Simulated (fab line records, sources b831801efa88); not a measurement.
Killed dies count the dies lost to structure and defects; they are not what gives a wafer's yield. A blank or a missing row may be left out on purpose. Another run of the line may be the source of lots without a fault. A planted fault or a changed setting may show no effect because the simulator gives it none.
Tool commonality check | flow gf180mcu | Lots sampled 14, wafers sampled 42

== WHY THIS WAS OPENED ==
At GF_POLY_GATE_THK_MEAS_01 the reading POLY_GATE_CVD_00_THK is flagged on 2 of 14 lots. No-fault wafers: 200.6 nm, standard deviation 1.9.
Rule: a lot gets a flag if all its wafers with a number sit over 4 standard deviations from that mean, or if no wafer of it has a number. The other lots count as sound.

lot  | measured     | on           | POLY_GATE_CVD_00_THK (nm), wafer by wafer | flag
L428 | day 8 15:57  | filmMetro-03 | 199.4 201.4 200.9                         | 
L429 | day 8 19:41  | filmMetro-01 | 197.9 198.6 197.9                         | 
L430 | day 9 08:12  | filmMetro-03 | 201.6 201.5 199.4                         | 
L431 | day 9 19:36  | filmMetro-03 | 198.5 200.3 200.6                         | 
L432 | day 9 19:37  | filmMetro-01 | 201.5 201.7 201.3                         | 
L433 | day 10 00:38 | filmMetro-02 | 197.5 198.5 198.9                         | 
L434 | day 10 16:23 | filmMetro-03 | 200.5 203.4 200.5                         | 
L436 | day 10 19:49 | filmMetro-01 | 200.9 201.7 200.9                         | 
L439 | day 11 21:02 | filmMetro-03 | 264.3 262.3 264.7                         | FLAGGED
L440 | day 12 04:27 | filmMetro-02 | 268.2 267.1 265.7                         | FLAGGED
L442 | day 12 18:18 | filmMetro-02 | 205.0 202.9 201.5                         | 
L447 | day 14 10:47 | filmMetro-03 | 198.5 201.0 200.2                         | 
L450 | day 15 05:55 | filmMetro-02 | 203.9 205.6 203.3                         | 
L451 | day 15 15:19 | filmMetro-02 | 199.1 200.7 199.7                         | 
On average the flagged lots' numbers are 265.4 nm, which is +64.8 nm against the usual, or +34 standard deviations.

== TOOL THAT RAN EACH LOT ==
The record keeps 1 process step preceding the reading, out of 602 steps on the route. Every cell lists first the tool, next ch and the chambers used by the sampled wafers, and last the start.
lot  | flag    | GF_POLY_GATE_CVD_00
L428 |         | lpcvd-01 ch 1, day 8 12:56
L429 |         | lpcvd-02 ch 0, day 8 18:20
L430 |         | lpcvd-02 ch 0, day 9 06:52
L431 |         | lpcvd-02 ch 0, day 9 18:16
L432 |         | lpcvd-02 ch 0, day 9 18:16
L433 |         | lpcvd-02 ch 0, day 9 23:19
L434 |         | lpcvd-01 ch 1, day 10 15:03
L436 |         | lpcvd-02 ch 0, day 10 18:29
L439 | FLAGGED | lpcvd-02 ch 1, day 11 19:41
L440 | FLAGGED | lpcvd-02 ch 1, day 12 03:07
L442 |         | lpcvd-01 ch 0, day 12 16:58
L447 |         | lpcvd-01 ch 1, day 14 09:27
L450 |         | lpcvd-02 ch 1, day 15 04:34
L451 |         | lpcvd-02 ch 1, day 15 13:59
What these steps do:
- GF_POLY_GATE_CVD_00: deposits poly-Si, target thk 200 nm, time 1200 s.
- GF_POLY_GATE_THK_MEAS_01

== FLAGGED OVER TOTAL, TOOL BY TOOL (the gauges that took the reading come last) ==
step                     | tool         | lots run | flagged | share of the flagged lots | sound lots run after its first flagged lot
GF_POLY_GATE_CVD_00      | lpcvd-01     | 4        | 0       | none                      | -
GF_POLY_GATE_CVD_00      | lpcvd-02     | 10       | 2       | all                       | 2 (L450,L451)
GF_POLY_GATE_THK_MEAS_01 | filmMetro-01 | 3        | 0       | none                      | -
GF_POLY_GATE_THK_MEAS_01 | filmMetro-02 | 5        | 1       | some                      | 3 (L442,L450,L451)
GF_POLY_GATE_THK_MEAS_01 | filmMetro-03 | 6        | 1       | some                      | 1 (L447)

== THE TABLE: WHAT IT ALLOWS ==
1 row of the table ran every flagged lot: lpcvd-02 at GF_POLY_GATE_CVD_00.
- lpcvd-02 at GF_POLY_GATE_CVD_00: 2 of its 10 lots flagged. Sound lots ran on it after the first flagged one (L450, L451), which a lasting fault on the whole tool wouldn't allow.
No row of the table ran every flagged lot and no sound lot after the first.

== WHAT WAS PUT IN BY THE SIMULATOR ==
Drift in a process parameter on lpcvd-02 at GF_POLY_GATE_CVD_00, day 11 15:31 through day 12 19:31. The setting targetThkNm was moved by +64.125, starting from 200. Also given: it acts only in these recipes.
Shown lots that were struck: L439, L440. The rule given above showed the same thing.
